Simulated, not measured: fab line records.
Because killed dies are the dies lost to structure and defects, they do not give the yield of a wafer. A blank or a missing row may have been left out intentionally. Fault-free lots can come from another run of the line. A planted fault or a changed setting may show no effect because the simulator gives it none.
Matching of chambers ; flow gf180mcu ; GF_V2_CMP_04 on cmp-01: 4 sister chambers
The step polishes SiO2. 16 wafers are shown with their chamber, then 7 later ones without.

WAFERS WITH THEIR CHAMBER
wafer;chamber;motorCurrentA (A);timeToEndpointS (s)
L749.3;3;12.7;84
L749.5;2;12.1;81
L749.6;1;12.3;78
L751.2;3;13.0;77
L751.4;2;12.7;80
L751.6;3;12.5;82
L752.1;2;12.4;78
L752.3;0;11.9;79
L752.6;1;12.7;81
L754.3;0;11.7;78
L754.4;2;12.6;85
L754.5;0;12.4;82
L758.1;2;12.6;82
L758.2;3;12.6;81
L758.4;1;12.4;78
L759.2;1;11.9;66

SIGNATURES, as means of the wafers listed above
reading;chamber 0;chamber 1;chamber 2;chamber 3;scatter within a chamber
motorCurrentA;12.000;12.325;12.480;12.700;0.282
timeToEndpointS;79.67;75.75;81.20;81.00;4.02
Rule: for each reading, subtract the chamber's mean from the wafer's reading, divide by that reading's scatter and square the result; add these up over the readings and take the root, which gives the wafer's distance from the chamber. The wafer belongs to the nearest chamber; if the next one is less than 2 further off, it can't be placed. The scatter: take each reading less its chamber's mean, square it, sum over the shown wafers, divide by the number of wafers less the number of chambers, and take the root.

WAFERS MISSING THEIR CHAMBER
wafer;motorCurrentA (A);timeToEndpointS (s)
L759.5;12.7;76
L759.6;12.5;73
L762.2;12.3;80
L762.4;12.1;81
L767.1;13.3;82
L767.2;12.9;79
L767.3;12.1;77

CHAMBER TAKEN BY EACH
wafer;from the rows above;in truth
L759.5;can't be placed: 3 or 1 or 2 or 0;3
L759.6;can't be placed: 1 or 2 or 3 or 0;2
L762.2;can't be placed: 2 or 1 or 0 or 3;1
L762.4;can't be placed: 0 or 2 or 1 or 3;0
L767.1;can't be placed: 3 or 2 or 1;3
L767.2;can't be placed: 3 or 2 or 1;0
L767.3;can't be placed: 0 or 1 or 2 or 3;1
Correct placement for 0 of the 7. These rows do not allow placing 7 (true chamber among the candidates in 6). 0 placed wrongly.
